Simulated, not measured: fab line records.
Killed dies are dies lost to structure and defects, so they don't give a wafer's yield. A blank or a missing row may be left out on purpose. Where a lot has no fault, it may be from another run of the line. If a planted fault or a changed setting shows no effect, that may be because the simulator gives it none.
Which tool was responsible? | flow sky130 | 13 lots with 39 wafers sampled at 4 steps, on a route of 708 steps

## WHAT EACH GAUGE READ, for each wafer
SKY_SONOS_TUNNEL_TW_MEAS_12. Usual: for SONOS_TUNNEL_TW the level is 198.9 and the standard deviation is 1.7.
lot  | measured     | on            | SONOS_TUNNEL_TW   | flag
L260 | day 11 11:21 | film_metro-01 | 199.8 200.0 199.2 |
L263 | day 12 10:38 | film_metro-01 | 200.8 202.2 201.3 |
L264 | day 12 15:08 | film_metro-01 | 201.3 201.1 200.5 |
L265 | day 13 01:05 | film_metro-01 | 198.6 200.1 200.3 |
L266 | day 13 13:06 | film_metro-02 | 196.2 196.5 196.5 |
L269 | day 14 09:16 | film_metro-02 | 197.0 197.6 196.7 |
L270 | day 14 16:42 | film_metro-01 | 200.9 202.1 202.5 |
L271 | day 14 23:35 | film_metro-04 | 198.8 197.8 199.4 |
L275 | day 16 11:09 | film_metro-02 | 197.2 196.8 196.5 |
L276 | day 16 19:02 | film_metro-02 | 196.9 197.4 197.4 |
L277 | day 17 11:23 | film_metro-04 | 198.9 199.0 198.5 |
L278 | day 17 12:08 | film_metro-04 | 199.0 198.6 199.4 |
L279 | day 17 14:22 | film_metro-04 | 198.0 199.8 197.9 |

SKY_SONOS_ONO_THK_MEAS_05. Usual: for SONOS_ONO_CVD_04_THK the level is 5.76 nm and the standard deviation is 0.11.
lot  | measured     | on            | SONOS_ONO_CVD_04_THK (nm) | flag
L260 | day 11 18:25 | film_metro-02 | 5.79 5.87 5.79            |
L263 | day 12 14:52 | film_metro-01 | 5.86 5.89 5.83            |
L264 | day 12 19:45 | film_metro-02 | 5.82 5.86 5.82            |
L265 | day 13 06:34 | film_metro-01 | 5.57 5.61 5.62            |
L266 | day 13 19:47 | film_metro-02 | 5.72 5.83 5.74            |
L269 | day 14 17:11 | film_metro-02 | 5.60 5.63 5.61            |
L270 | day 15 02:59 | film_metro-02 | 5.77 5.70 5.64            |
L271 | day 15 23:19 | film_metro-02 | 5.71 5.87 5.82            |
L275 | day 16 21:42 | film_metro-02 | 5.88 5.84 5.75            |
L276 | day 17 01:58 | film_metro-01 | 5.50 5.48 5.51            |
L277 | day 17 19:05 | film_metro-01 | 5.55 5.55 5.71            |
L278 | day 17 19:05 | film_metro-02 | 5.66 5.73 5.78            |
L279 | day 18 00:29 | film_metro-03 | 5.73 5.66 5.59            |

SKY_SONOS_ONO_OVL_MEAS_14. Usual: for SONOS_ONO_OVL the level is -0.9 nm and the standard deviation is 1.4.
lot  | measured     | on         | SONOS_ONO_OVL (nm) | flag
L260 | day 12 18:24 | overlay-01 | -1.0 -1.0 -1.9     |
L263 | day 13 15:38 | overlay-02 | -2.2 -1.1 -2.4     |
L264 | day 13 21:26 | overlay-02 | 0.0 -0.5 0.7       |
L265 | day 14 07:57 | overlay-01 | 0.5 0.8 1.5        |
L266 | day 14 21:31 | overlay-02 | -0.5 -1.0 -0.6     |
L269 | day 15 19:18 | overlay-02 | 0.1 -1.5 -1.8      |
L270 | day 16 05:53 | overlay-01 | -4.2 -3.3 -2.5     |
L271 | day 17 08:09 | overlay-01 | -3.0 -1.9 -2.6     |
L275 | day 17 23:56 | overlay-01 | -0.9 -0.8 -0.2     |
L276 | day 18 06:02 | overlay-01 | -2.2 -2.9 -3.8     |
L277 | day 19 00:35 | overlay-01 | 2.5 2.4 0.9        |
L278 | day 19 00:18 | overlay-01 | -3.2 -1.2 -1.1     |
L279 | day 19 05:53 | overlay-01 | -0.4 0.0 -0.1      |

## EACH LOT AND THE TOOL THAT RAN IT (in order: tool; ch and the chambers of the sampled wafers; start)
lot  | SKY_SONOS_ONO_OXIDATION_00
L260 | furnace-02 ch 0, day 11 14:38
L263 | furnace-01 ch 0, day 12 10:42
L264 | furnace-01 ch 0, day 12 15:59
L265 | furnace-01 ch 0, day 13 01:25
L266 | furnace-02 ch 0, day 13 14:22
L269 | furnace-01 ch 0, day 14 13:26
L270 | furnace-01 ch 0, day 14 18:57
L271 | furnace-01 ch 0, day 15 01:37
L275 | furnace-01 ch 0, day 16 13:26
L276 | furnace-01 ch 0, day 16 19:38
L277 | furnace-01 ch 0, day 17 12:32
L278 | furnace-01 ch 0, day 17 12:32
L279 | furnace-02 ch 0, day 17 15:27
- SKY_SONOS_ONO_OXIDATION_00: stabilise 600 s, purge 300 s, target thk 2.6 nm.

## WHAT THE TOOLS THEMSELVES READ (means of the sampled wafers that have a number; where no wafer has one, the mark that the record gives instead)
SKY_SONOS_ONO_OXIDATION_00. Usual: spike_tc_centre_C 800.1 C (standard deviation 1.1); spike_tc_top_C 814.0 C (standard deviation 1.5); spike_tc_upper_C 799.5 C (standard deviation 1.2); tube_center_temp_C_max 802.0 (standard deviation 0.35); zone_power_centre_pct 14.6 % (standard deviation 0.6); zone_power_top_pct 25.8 % (standard deviation 1.5); zone_power_upper_pct 14.4 % (standard deviation 1.3).
lot  | tool       | spike_tc_centre_C (C) | spike_tc_top_C (C) | spike_tc_upper_C (C) | tube_center_temp_C_max | zone_power_centre_pct (%) | zone_power_top_pct (%) | zone_power_upper_pct (%) | flag
L260 | furnace-02 | 800.7                 | 812.2              | 800.9                | 801.8                  | 13.6                      | 28.4                   | 12.1                     |
L263 | furnace-01 | 800.7                 | 813.9              | 799.5                | 801.9                  | 15.1                      | 25.0                   | 15.2                     |
L264 | furnace-01 | 800.2                 | 815.1              | 800.4                | 802.2                  | 15.0                      | 24.9                   | 15.0                     |
L265 | furnace-01 | 800.5                 | 814.7              | 798.6                | 802.0                  | 15.0                      | 25.0                   | 15.3                     |
L266 | furnace-02 | 800.8                 | 811.5              | 800.9                | 802.2                  | 13.5                      | 28.2                   | 12.1                     |
L269 | furnace-01 | 800.2                 | 814.2              | 799.4                | 802.4                  | 15.1                      | 25.0                   | 15.1                     |
L270 | furnace-01 | 799.7                 | 814.9              | 799.3                | 802.0                  | 14.8                      | 24.8                   | 15.1                     |
L271 | furnace-01 | 800.4                 | 814.0              | 799.2                | 802.0                  | 15.1                      | 25.0                   | 15.1                     |
L275 | furnace-01 | 799.8                 | 814.9              | 798.8                | 802.0                  | 15.0                      | 24.7                   | 15.2                     |
L276 | furnace-01 | 796.3                 | 809.7              | 830.1                | 802.2                  | 10.5                      | 19.9                   | 25.2                     | OFF
L277 | furnace-01 | 795.0                 | 810.5              | 829.7                | 801.8                  | 10.5                      | 19.7                   | 25.4                     | OFF
L278 | furnace-01 | 796.8                 | 810.1              | 830.3                | 802.3                  | 10.5                      | 19.8                   | 25.2                     | OFF
L279 | furnace-02 | 799.4                 | 812.0              | 799.8                | 802.1                  | 13.5                      | 28.3                   | 12.2                     |

## THE ANSWER, worked out from the rows above alone
Rule: take the mean of a lot's wafers that have a number; if it is more than 3 standard deviations from the usual mean, the lot is off. Also off: a lot with no number at a reading for which 4 or more lots have one. The other lots that the step has rows for count as sound. First the gauges in route order, then the tools' own readings, where a lot's mean is used as printed above. At the first step where some lot is off, the reading lying furthest off is the one used; lots without a number count as furthest.
Off: L276, L277, L278 (SKY_SONOS_ONO_OXIDATION_00, spike_tc_upper_C).
A tool fits if, at that step or a process step before it, it ran every lot that is off, and no sound lot after the first of them. One candidate fits, namely furnace-01 at SKY_SONOS_ONO_OXIDATION_00. Its last sound lot is L275 (day 16 13:26), its first lot that is off L276 (day 16 19:38): a fault that began between those two fits.
The tool's own readings at SKY_SONOS_ONO_OXIDATION_00 bear it out: on the lots that are off they differ by more than 5 times the standard deviation of the sound lots' means. spike_tc_centre_C reads 796.0 C there against 800.2 C on the sound lots; spike_tc_upper_C reads 830.0 C there against 799.7 C on the sound lots; zone_power_centre_pct reads 10.5 % there against 14.6 % on the sound lots; zone_power_upper_pct reads 25.3 % there against 14.2 % on the sound lots.

## WHAT THE SIMULATOR HAD PUT IN
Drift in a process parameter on furnace-01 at SKY_SONOS_ONO_OXIDATION_00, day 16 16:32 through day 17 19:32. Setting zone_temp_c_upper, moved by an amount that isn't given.
Shown lots that were struck: L276, L277, L278. The rule above found the same.
